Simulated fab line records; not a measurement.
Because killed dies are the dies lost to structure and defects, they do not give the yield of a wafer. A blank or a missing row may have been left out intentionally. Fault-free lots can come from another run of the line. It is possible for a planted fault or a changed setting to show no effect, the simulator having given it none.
Problem report, 8D (eight disciplines) form, completed by code	flow sfq line	the parts of the form that need people (team, actions taken, sign-off) are left out

1. THE PROBLEM
Wafers without a fault read 0.685 a.u., standard deviation 0.0046; oes product au at SFQ_TRILAYER_M3_BARC_OPEN_METAL_ETCH_100 reads a mean of 0.758 a.u. on 6 wafers belonging to 2 lots. Measured from the usual mean, that is +16 standard deviations.
The step: etches BARC in O2, target depth 125 nm, time 41.7 s.
Seen first at day 30 07:28 on rie metal-01, wafer L334.2. The record holds 42 wafers of 14 lots with a number at this step. Rule for "out" (also "out of limits"): further than 4 standard deviations from the usual mean. The rest of the wafers with a number are treated as sound.

2. WHAT IT IS, AND WHAT IT ISN'T
question	is	is not
which readings at this step	oes product au	drypump motor current A
which lots	L334, L335	L328, L330, L332, L333, L343, L344, L345, L346, L347, L348, L349, L350
which wafers of those lots	all that have a number	-
read on which tools	rie metal-01	rie metal-02, rie metal-04
when	from day 30 07:28	up to then (12 sound wafers); but 24 sound wafers of L343, L344, L345, L346, L347, L348, L349, L350 came after

3. THE SUSPECTS, EACH WITH WHAT RULES IT OUT
Counting: any tool at a process step up to the reading is kept as a suspect provided that every lot that is out went through it and no sound lot did after the first of them.
- rie metal-01 at SFQ_TRILAYER_M3_BARC_OPEN_METAL_ETCH_100 (etches BARC in O2, target depth 125 nm, time 41.7 s): ruled out as a lasting fault. Following L334 (day 30 07:28), the first lot on it that is out, the sound lots L343, L347, L348 were run on it.
Left after counting: nothing in the record.

4. THE CAUSE (what the simulator had put in)
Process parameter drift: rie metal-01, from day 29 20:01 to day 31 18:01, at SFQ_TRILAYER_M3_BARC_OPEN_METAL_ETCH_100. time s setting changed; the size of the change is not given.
Counting ruled it out, wrongly.

5. THE EFFECT CHAIN, in route order
Rows list readings where the struck wafers' mean (over those with a number) sits beyond 3 standard deviations from the usual. Readings are gone through only where the record gives a usual standard deviation; hours: the median, over the lots, of the time from a lot's start at the first step in this table giving one to that lot's start at this step; sigmas: the change measured in usual standard deviations.
hours	step	reading	usual	on struck wafers	change	sigmas
0	SFQ_TRILAYER_M3_BARC_OPEN_METAL_ETCH_100	oes product au	0.685 a.u.	0.758	+0.073	+16
0	SFQ_TRILAYER_M3_BARC_OPEN_METAL_ETCH_100	run length s	70.0 s	65.9	-4.1	-4.7
Here are the process steps it includes:
- SFQ_TRILAYER_M3_BARC_OPEN_METAL_ETCH_100: etches BARC in O2, target depth 125 nm, time 41.7 s.

6. HOW IT WOULD HAVE BEEN CAUGHT EARLIER
In this record no reading fell out of limits until day 30 07:28, 11 hours after the fault had begun at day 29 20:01.
